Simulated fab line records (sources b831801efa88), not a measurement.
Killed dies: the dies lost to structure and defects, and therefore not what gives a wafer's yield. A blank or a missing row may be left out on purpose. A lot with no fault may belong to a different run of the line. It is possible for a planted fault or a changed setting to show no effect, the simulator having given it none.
What tool caused it? -- flow sky130 -- 14 lots, 42 wafers sampled, at 2 steps of a route of 708

## WHAT THE GAUGES READ, wafer by wafer
The record holds no reading of a measuring or inspecting step that can be judged against a usual standard deviation.

## TOOL THAT RAN EACH LOT (tool first, then ch and the chambers of the sampled wafers, then the start)
lot,SKY_CAP2M_SPUTTER_02,SKY_PAD_OPEN_PROBE_99
L652,"pvd sputter-03, day 40 11:55",-
L654,"pvd sputter-02, day 41 07:36",-
L656,"pvd sputter-02, day 41 14:49",-
L657,"pvd sputter-02, day 42 01:25","prober-01, day 47 21:07"
L658,"pvd sputter-04, day 42 06:41","prober-02, day 48 00:38"
L660,"pvd sputter-02, day 42 17:56",-
L666,"pvd sputter-04, day 44 12:14",-
L667,"pvd sputter-04, day 44 17:42","prober-01, day 50 01:41"
L668,"pvd sputter-02, day 44 21:55",-
L669,"pvd sputter-04, day 44 23:22","prober-01, day 50 07:29"
L673,"pvd sputter-02, day 46 04:17","prober-01, day 51 05:51"
L674,"pvd sputter-02, day 46 12:21",-
L670,"pvd sputter-04, day 46 13:02",-
L675,"pvd sputter-04, day 46 19:22",-
- SKY_CAP2M_SPUTTER_02: material TiN, target thk 200 nm, time 166.7 s.
- SKY_PAD_OPEN_PROBE_99

## AS READ BY THE TOOLS THEMSELVES (means over the sampled wafers that have a number; for cases with no such wafer, the mark the record gives instead)
SKY_CAP2M_SPUTTER_02. Usual: chamber pressure pa 0.4001 Pa, standard deviation 0.00091; throttle valve pct 30.1 %, standard deviation 0.97.
lot,tool,chamber pressure pa (Pa),throttle valve pct (%),flag
L652,pvd sputter-03,0.3994,30.9,
L654,pvd sputter-02,0.4006,29.3,
L656,pvd sputter-02,0.4005,28.8,
L657,pvd sputter-02,0.4041,29.3,OFF
L658,pvd sputter-04,0.4012,30.8,
L660,pvd sputter-02,0.4043,29.5,OFF
L666,pvd sputter-04,0.3997,31.2,
L667,pvd sputter-04,0.4002,30.8,
L668,pvd sputter-02,0.4007,29.7,
L669,pvd sputter-04,0.4004,31.4,
L673,pvd sputter-02,0.4006,29.9,
L674,pvd sputter-02,0.4012,29.4,
L670,pvd sputter-04,0.4005,30.7,
L675,pvd sputter-04,0.4004,30.2,

SKY_PAD_OPEN_PROBE_99. Usual: defect limited yield 82.5 %, standard deviation 2; killed_at_M0_to_M3 44, standard deviation 6.9; killed_at_M4_up 3.1, standard deviation 1.7; killed at contacts 25, standard deviation 5.6; killed at front end 14, standard deviation 4.3; killed at other 0.3, standard deviation 0.51; killed dies 86, standard deviation 9.8; killed open 47, standard deviation 6.5; killed short 39, standard deviation 6.6; sort_bin_3_pad_short 0.8 %, standard deviation 0.46; sort_bin_5_function 10.3 %, standard deviation 1.5; sort_bin_6_memory 6.4 %, standard deviation 1; sort n pass 406, standard deviation 9.8; sort yield pct 82.5 %, standard deviation 2.
lot,tool,defect limited yield (%),killed_at_M0_to_M3,killed_at_M4_up,killed at contacts,killed at front end,killed at other,killed dies,killed open,killed short,sort_bin_3_pad_short (%),sort_bin_5_function (%),sort_bin_6_memory (%),sort n pass,sort yield pct (%),flag
L657,prober-01,84.3,40,3.7,23,10,0.7,77,42,35,0.7,9.1,5.8,415,84.3,
L658,prober-02,81.6,47,3.3,24,14,1.0,90,50,40,0.8,11.1,6.5,402,81.6,
L667,prober-01,84.8,38,1.7,23,12,1.0,75,42,33,0.3,9.4,5.5,417,84.8,
L669,prober-01,83.7,42,1.3,20,17,0.0,80,41,39,1.2,8.4,6.6,412,83.7,
L673,prober-01,84.3,39,2.0,23,13,0.3,77,42,35,0.5,9.6,5.7,415,84.3,

## THE ANSWER, worked out from the rows above alone
Rule: a lot is off if the mean of its wafers that have a number lies more than 3 standard deviations from the usual mean. Also off: a lot with no number at a reading for which 4 or more lots have one. All remaining lots with rows at the step are treated as sound. The gauges are gone through in route order, then the tools' own readings, and for those a lot's mean is taken as printed above. At the first step where some lot is off, the reading lying furthest off is the one used; lots without a number count as furthest.
Off: L657, L660 (SKY_CAP2M_SPUTTER_02, chamber pressure pa).
A tool fits if, at that step or a process step before it, it ran every lot that is off, and no sound lot after the first of them. Not one of the candidates tried fits.

## WHAT THE SIMULATOR HAD PUT IN
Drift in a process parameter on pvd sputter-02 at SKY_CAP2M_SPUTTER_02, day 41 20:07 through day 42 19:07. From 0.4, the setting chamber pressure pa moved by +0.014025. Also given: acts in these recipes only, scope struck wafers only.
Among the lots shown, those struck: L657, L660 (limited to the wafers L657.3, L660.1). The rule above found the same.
